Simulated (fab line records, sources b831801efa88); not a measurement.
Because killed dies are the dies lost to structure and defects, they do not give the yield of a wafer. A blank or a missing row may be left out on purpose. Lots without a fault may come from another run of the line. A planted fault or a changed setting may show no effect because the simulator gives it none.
The tool behind it: which one? || flow gf180mcu || route of 602 steps, sampled at 1 step: 6 lots, 17 wafers

WHAT EACH GAUGE READ, for each wafer
GF_POLY_GATE_OVL_MEAS_11.
{"lot": "L738", "measured": "day 9 12:54", "on": "overlay-01", "POLY_GATE_OVL (nm)": "2 -5 -6"}
{"lot": "L745", "measured": "day 11 08:32", "on": "overlay-01", "POLY_GATE_OVL (nm)": "-8 5"}
{"lot": "L751", "measured": "day 13 09:35", "on": "overlay-02", "POLY_GATE_OVL (nm)": "-4 3 -6"}
{"lot": "L754", "measured": "day 14 05:55", "on": "overlay-02", "POLY_GATE_OVL (nm)": "4 2 8"}
{"lot": "L757", "measured": "day 15 08:08", "on": "overlay-02", "POLY_GATE_OVL (nm)": "6 4 -2"}
{"lot": "L759", "measured": "day 15 20:42", "on": "overlay-02", "POLY_GATE_OVL (nm)": "4 7 -1"}

WHAT TOOL EACH LOT RAN ON (gives the tool, then ch and the chambers of the sampled wafers, and finally the start)
The record holds no process step before these readings.

THE ANSWER, worked out from the rows above alone
Rule: what is usual is taken from the lots themselves. The widest of any qualifying gaps counts: lots, ordered by their means at a reading, are off when they make up no more than a third of the lots, leave a main group of 4 or more, and stand apart from it by 3 or more times the standard deviation of that group's means. The tables above print the reading to a certain number of digits; a main group whose means all agree to those digits is not used. A lot without any number at a reading at which 4 lots or more have one is off too. Any other lot the step has rows for is counted as sound.
No lot is off at any reading shown: from this, nothing can be told.

WHAT WAS PUT IN BY THE SIMULATOR
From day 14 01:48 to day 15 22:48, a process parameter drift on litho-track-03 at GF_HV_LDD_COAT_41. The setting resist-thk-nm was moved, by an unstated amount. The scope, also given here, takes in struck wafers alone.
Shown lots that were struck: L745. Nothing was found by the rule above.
